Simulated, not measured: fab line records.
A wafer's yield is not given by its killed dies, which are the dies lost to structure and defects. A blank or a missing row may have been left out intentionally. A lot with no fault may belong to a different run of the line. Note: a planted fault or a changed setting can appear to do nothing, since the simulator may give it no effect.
A lot that was struck, set against a sound lot :: flow gf180mcu :: 43 steps out of a route of 602
Sound: these wafers, L888.2, L888.3, L888.5. Wafers L895.2, L895.3, L895.5 were the ones struck. At the end, the cause is stated.
Each step with rows lists, per side, the tool, then ch with its chambers, then its first start. Under that, the readings that differ: sound wafers :: struck wafers :: difference of the means :: sigmas: that difference in standard deviations of wafers without a fault.
alike: same words and numbers on both sides, and readings whose means sit less than 2 such deviations apart. not compared: any withheld reading, any reading some wafer has no value for, any bound like >300 that may hide the same value, and any number with overlapping values for which the record gives no deviation.
A row with sigmas, a row that says differs or no value, or rows on one side alone: a step with any of these is where the two part. Non-overlapping numbers with no deviation appear without sigmas and do not part them. A reading missing from all wafers of one side parts the sides only when that side holds two or more wafers.

GF_HV_LDD_STRIP_10: strips in O2/N2.
  sound on plasma asher-04 ch 0,1, day 11 13:28; struck on plasma asher-03 ch 0,1, day 13 18:58
  alike: drypump motor current A, heater power w, oes product au, strip time to endpoint s
  not compared: rf hours counter h
GF_HV_LDD_TW_MEAS_11:
  sound: film metro-01 at day 11 13:35; struck: film metro-02 at day 13 19:05
  alike: HV_LDD_TW
then, 7 steps without rows for these wafers: GF_HV_LDD_DEHYDRATE_12 (time 60 s); GF_HV_LDD_HMDS_13 (prime time 60 s); GF_HV_LDD_COAT_14 (resist thk 1000 nm); GF_HV_LDD_SOFTBAKE_15 (time 60 s); GF_HV_LDD_EXPOSE_16 (exposes mask Pplus LV AREA, target cd 400 nm); GF_HV_LDD_PEB_17; GF_HV_LDD_DEVELOP_18 (develop time 60 s).
GF_HV_LDD_CD_MEAS_19: the cd target is 400 nm.
  sound: cd sem-02 at day 12 07:35; struck: cd sem-02 at day 14 15:59
reading: cd nm (nm)
sound: 401.5 401.3 401.9
struck: 396.4 396.2 395.7
difference: -5.5
sigmas: -3
GF_HV_LDD_OVL_MEAS_20:
  sound: overlay-01 at day 12 07:41; struck: overlay-01 at day 14 16:05
  alike: HV_LDD_01_OVL
next, for these wafers, 1 step has no rows: GF_HV_LDD_IMPLANT_21.
GF_HV_LDD_STRIP_22: strips in O2/N2.
  sound on plasma asher-03 ch 0,1, day 12 07:52; struck on plasma asher-03 ch 0,1, day 14 16:16
  alike: drypump motor current A, heater power w, oes product au, strip time to endpoint s
  not compared: rf hours counter h
GF_HV_LDD_TW_MEAS_23:
  sound: film metro-01 at day 12 07:59; struck: film metro-02 at day 14 16:23
  alike: HV_LDD_2_TW
then, 7 steps without rows for these wafers: GF_HV_LDD_DEHYDRATE_24 (time 60 s); GF_HV_LDD_HMDS_25 (prime time 60 s); GF_HV_LDD_COAT_26 (resist thk 1000 nm); GF_HV_LDD_SOFTBAKE_27 (time 60 s); GF_HV_LDD_EXPOSE_28 (exposes mask Nplus HV AREA, target cd 400 nm); GF_HV_LDD_PEB_29; GF_HV_LDD_DEVELOP_30 (develop time 60 s).
GF_HV_LDD_CD_MEAS_31: the cd target is 400 nm.
  sound: cd sem-01 at day 13 03:41; struck: cd sem-01 at day 15 14:08
  alike: cd nm
GF_HV_LDD_OVL_MEAS_32:
  sound: overlay-01 at day 13 03:47; struck: overlay-01 at day 15 14:14
  alike: HV_LDD_02_OVL
then, 4 steps without rows for these wafers: GF_HV_LDD_IMPLANT_33; GF_HV_LDD_IMPLANT_34; GF_HV_LDD_IMPLANT_35; GF_HV_LDD_IMPLANT_36.
GF_HV_LDD_STRIP_37: strips in O2/N2.
  sound on plasma asher-02 ch 0,1, day 13 04:25; struck on plasma asher-04 ch 0, day 15 14:52
  alike: drypump motor current A, heater power w, oes product au, strip time to endpoint s
  not compared: rf hours counter h
GF_HV_LDD_TW_MEAS_38:
  sound: film metro-01 at day 13 04:32; struck: film metro-01 at day 15 14:59
  alike: HV_LDD_3_TW
then, 7 steps without rows for these wafers: GF_HV_LDD_DEHYDRATE_39 (time 60 s); GF_HV_LDD_HMDS_40 (prime time 60 s); GF_HV_LDD_COAT_41 (resist thk 1000 nm); GF_HV_LDD_SOFTBAKE_42 (time 60 s); GF_HV_LDD_EXPOSE_43 (exposes mask Pplus HV AREA, target cd 400 nm); GF_HV_LDD_PEB_44; GF_HV_LDD_DEVELOP_45 (develop time 60 s).
GF_HV_LDD_CD_MEAS_46: the cd target is 400 nm.
  sound: cd sem-01 at day 14 00:38; struck: cd sem-01 at day 16 12:53
  alike: cd nm
GF_HV_LDD_OVL_MEAS_47:
  sound: overlay-02 at day 14 00:44; struck: overlay-02 at day 16 12:59
  alike: HV_LDD_03_OVL
next, for these wafers, 1 step has no rows: GF_HV_LDD_IMPLANT_48.
GF_HV_LDD_STRIP_49: strips in O2/N2.
  sound on plasma asher-02 ch 0, day 14 00:55; struck on plasma asher-04 ch 0,1, day 16 13:10
  alike: drypump motor current A, heater power w, oes product au, strip time to endpoint s
  not compared: rf hours counter h
GF_HV_LDD_TW_MEAS_50:
  sound: film metro-03 at day 14 01:02; struck: film metro-03 at day 16 13:16
  alike: HV_LDD_4_TW
then, 1 step without rows for these wafers: GF_HV_LDD_CLEAN_51 (cleans in SC1/SC2, time 150 s).
-- here the record skips 16 days between the struck wafers' starts before and after, leaving off in module HV_LDD and picking up in module PASSIVATION (first step shown: number 602 of the route) --
GF_PASSIVATION_PROBE_99:
  the record has rows for the struck wafers here (prober-02, day 32 15:15) and none for the sound ones

== WHERE THEY PART ==
Earliest at GF_HV_LDD_CD_MEAS_19; latest, in this record, at GF_PASSIVATION_PROBE_99.

WHY: the cause the simulator had injected
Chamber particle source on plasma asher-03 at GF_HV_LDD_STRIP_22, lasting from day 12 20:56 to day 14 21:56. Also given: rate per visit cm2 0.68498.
